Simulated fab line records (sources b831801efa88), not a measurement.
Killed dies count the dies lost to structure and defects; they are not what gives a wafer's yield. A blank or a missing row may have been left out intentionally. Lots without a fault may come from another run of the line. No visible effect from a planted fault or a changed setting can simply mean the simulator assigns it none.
Problem report in the 8D (eight disciplines) form, filled by code    flow gf180mcu    the parts of the form that need people (team, actions taken, sign-off) are left out

1. THE PROBLEM
At GF_V4_ETCH_17, rf fwd power W averages 1250 W over 6 wafers from 2 lots, while fault-free wafers read 1492 W, standard deviation 4.7. Measured from the usual mean, that is -51 standard deviations.
The step: etches SiO2 in C4F8/O2/Ar, stops on TiN, target depth 630 nm.
First observed at day 29 13:00: wafer L597.1, on rie diel-03. At this step, 39 wafers from 13 lots have a number in the record. Rule for "out" (also "out of limits"): further than 4 standard deviations from the usual mean. The other wafers with a number count as sound.

2. WHAT IT IS, WHAT IT ISN'T
question                     is                      is not
which readings at this step  rf fwd power W          oes product au
which lots                   L597, L598              L583, L584, L585, L586, L592, L594, L596, L599, L600, L604, L605
which wafers of those lots   all that have a number  -
read on which tools          rie diel-03             rie diel-01, rie diel-04
when                         from day 29 13:00       up to then (21 sound wafers); but 12 sound wafers of L599, L600, L604, L605 came after

3. THE SUSPECTS, EACH WITH WHAT RULES IT OUT
Counting: a tool stays on the suspect list if, at a process step up to the reading, it processed all lots that are out and no sound lot following the first of them.
- pecvd-04 at GF_V4_CVD_02 (deposits SiO2 from TEOS, target thk 850 nm, time 94.851 s): ruled out as a lasting fault. The sound lots L600 went through it after L597, its earliest lot that is out (day 28 17:11).
- rie diel-03 at GF_V4_ETCH_16 (etches BARC in N2/H2): kept. Every lot that is out went through it, starting with L597 (day 29 13:02), and after that it ran no sound lot; the last sound lot it ran before then is L594 (day 28 14:00).
- rie diel-03 at GF_V4_ETCH_17 (etches SiO2 in C4F8/O2/Ar, stops on TiN, target depth 630 nm): kept. Every lot that is out went through it, starting with L597 (day 29 13:00), and after that it ran no sound lot; the last sound lot it ran before then is L594 (day 28 14:00). Out on those wafers are its own readings of rf fwd power W.
The count leaves rie diel-03 at GF_V4_ETCH_17 and rie diel-03 at GF_V4_ETCH_16.

4. THE CAUSE (what the simulator had put in)
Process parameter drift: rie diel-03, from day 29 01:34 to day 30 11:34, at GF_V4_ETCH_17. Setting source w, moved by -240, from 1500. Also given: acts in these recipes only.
Counting left 2 suspects, and this tool is among them.

5. SEQUENCE OF EFFECTS, ordered by route
Each row: a reading where the mean over the struck wafers with a number is more than 3 standard deviations away from the usual. Only readings for which the record gives a usual standard deviation are gone through. hours: the time from each lot's start at the first step in this table that gives one to its start at this step, as a median over the lots. sigmas: the change in usual standard deviations.
hours  step           reading         usual   on struck wafers  change  sigmas
0      GF_V4_ETCH_17  rf fwd power W  1492 W  1250              -242    -51
Here are the process steps it includes:
- GF_V4_ETCH_17: etches SiO2 in C4F8/O2/Ar, stops on TiN, target depth 630 nm.

6. HOW IT WOULD HAVE BEEN CAUGHT EARLIER
First out-of-limits reading in this record: day 29 13:00, which is 11 hours after fault onset at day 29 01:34.
